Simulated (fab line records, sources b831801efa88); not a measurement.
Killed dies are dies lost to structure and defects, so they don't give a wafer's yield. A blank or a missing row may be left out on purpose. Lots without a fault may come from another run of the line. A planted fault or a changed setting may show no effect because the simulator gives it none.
A struck lot beside a sound one | flow sky130 | 21 steps out of a route of 708
Sound: wafers L518.2, L518.3, L518.6. Struck: wafers L536.1, L536.4, L536.6. The cause comes at the end.
At each step with rows: each side's tool, then ch and its chambers, then its first start. Under that, the readings that differ: sound wafers | struck wafers | difference of the means | sigmas: that difference in standard deviations of wafers without a fault.
alike: readings whose means differ by less than 2 such deviations, and words and numbers that are the same on both sides. not compared: withheld readings, readings that some wafer has no value for, bounds like >300 that may hide the same value, and numbers for which the record gives no deviation and whose values overlap.
The two part at a step that has a row with sigmas, a row that says differs or no value, or rows on one side only. Numbers that don't overlap but have no deviation are shown without sigmas and don't part them. A reading that every wafer of one side lacks parts them only if that side has two wafers or more.

first, 1 step without rows for these wafers: SKY_RES_XHIGH_IMPLANT_07.
SKY_RES_XHIGH_STRIP_08: strips in O2/N2.
  sound on plasma_asher-02 ch 0,1, day 28 02:13; struck on plasma_asher-01 ch 1, day 33 23:47
  alike: drypump_motor_current_A, oes_product_au, strip_time_to_endpoint_s
  not compared: rf_hours_counter_h
SKY_RES_XHIGH_TW_MEAS_09:
  sound on film_metro-02, day 28 02:20; struck on film_metro-01, day 33 23:53
  alike: RES_XHIGH_TW
then, 7 steps without rows for these wafers: SKY_SD_N_DEHYDRATE_00 (time 60 s); SKY_SD_N_HMDS_01 (prime time 60 s); SKY_SD_N_COAT_02 (resist thk 1140 nm); SKY_SD_N_SOFTBAKE_03 (time 60 s); SKY_SD_N_EXPOSE_04 (exposes mask NSDM, target cd 380 nm); SKY_SD_N_PEB_05; SKY_SD_N_DEVELOP_06 (develop time 60 s).
SKY_SD_N_CD_MEAS_07: target cd 380 nm.
  sound on cd_sem-02, day 29 06:08; struck on cd_sem-01, day 35 02:34
  alike: cd_nm
SKY_SD_N_OVL_MEAS_08:
  sound on overlay-02, day 29 06:14; struck on overlay-01, day 35 02:41
  alike: SD_N_OVL
SKY_SD_N_IMPLANT_09:
  sound on implanter-01 ch 0, day 29 06:18; struck on implanter-01 ch 0, day 35 02:43
then, 1 step without rows for these wafers: SKY_SD_N_IMPLANT_10.
SKY_SD_N_STRIP_11: strips in O2/N2.
  sound on plasma_asher-04 ch 0, day 29 06:34; struck on plasma_asher-04 ch 0, day 35 03:01
  reading                      | sound             | struck            | difference | sigmas
  strip_time_to_endpoint_s (s) | 22.56 22.53 22.51 | 21.93 21.99 22.04 | -0.55      | -14
  alike: drypump_motor_current_A, oes_product_au
  not compared: rf_hours_counter_h
SKY_SD_N_TW_MEAS_12:
  sound on film_metro-02, day 29 06:41; struck on film_metro-03, day 35 03:07
  alike: SD_N_TW
then, 1 step without rows for these wafers: SKY_SD_N_CLEAN_13 (cleans in SC1/SC2, time 150 s).
SKY_SD_N_RTA_14: time 2 s.
  sound on rtp_anneal-02 ch 0, day 29 06:47; struck on rtp_anneal-02 ch 0, day 35 03:14
  alike: chamber_o2_ppm, lamp_power_pct, wafer_temp_C_max
SKY_SD_N_RS_MEAS_16: measures by four-point-probe.
  sound on film_metro-03, day 29 06:58; struck on film_metro-01, day 35 03:25
  reading          | sound             | struck            | difference | sigmas
  SD_N_RS (ohm/sq) | 68.60 68.63 68.56 | 69.90 70.06 69.81 | +1.33      | +11
SKY_SD_N_RS_MEAS_17: measures by four-point-probe.
  sound on film_metro-03, day 29 07:05; struck on film_metro-01, day 35 03:32
  alike: SD_P_RS
-- the record jumps here: 16 days lie between the struck wafers' starts before and after (it left off in module SD_N and takes up again in module PAD_OPEN, whose first step shown is number 708 of the route) --
SKY_PAD_OPEN_PROBE_99:
  sound on prober-02, day 46 19:38; struck on prober-02, day 50 19:33
  reading                            | sound             | struck            | difference | sigmas
  model.etest.res_ndiff.line_ohm_um  | 740.4 758.3 744.8 | 805.2 813.7 819.2 | +64.9      |
  model.etest.res_ndiff_hv.rs_ohm_sq | 115.1 114.7 114.2 | 119.4 120.1 120.1 | +5.2       |
  model.etest.res_ndiff.rs_ohm_sq    | 119.7 119.7 120.1 | 127 126.1 125.5   | +6         |
  alike: killed_at_M0_to_M3, killed_at_M4_up, killed_at_contacts, killed_at_front_end, killed_at_other, killed_dies, killed_open, killed_short

WHERE THEY PART
First at SKY_SD_N_STRIP_11; last, within this record, at SKY_SD_N_RS_MEAS_16. Later steps at which nothing parts them and some readings are alike: SKY_SD_N_RS_MEAS_17, SKY_PAD_OPEN_PROBE_99.

WHY: what the simulator had put in
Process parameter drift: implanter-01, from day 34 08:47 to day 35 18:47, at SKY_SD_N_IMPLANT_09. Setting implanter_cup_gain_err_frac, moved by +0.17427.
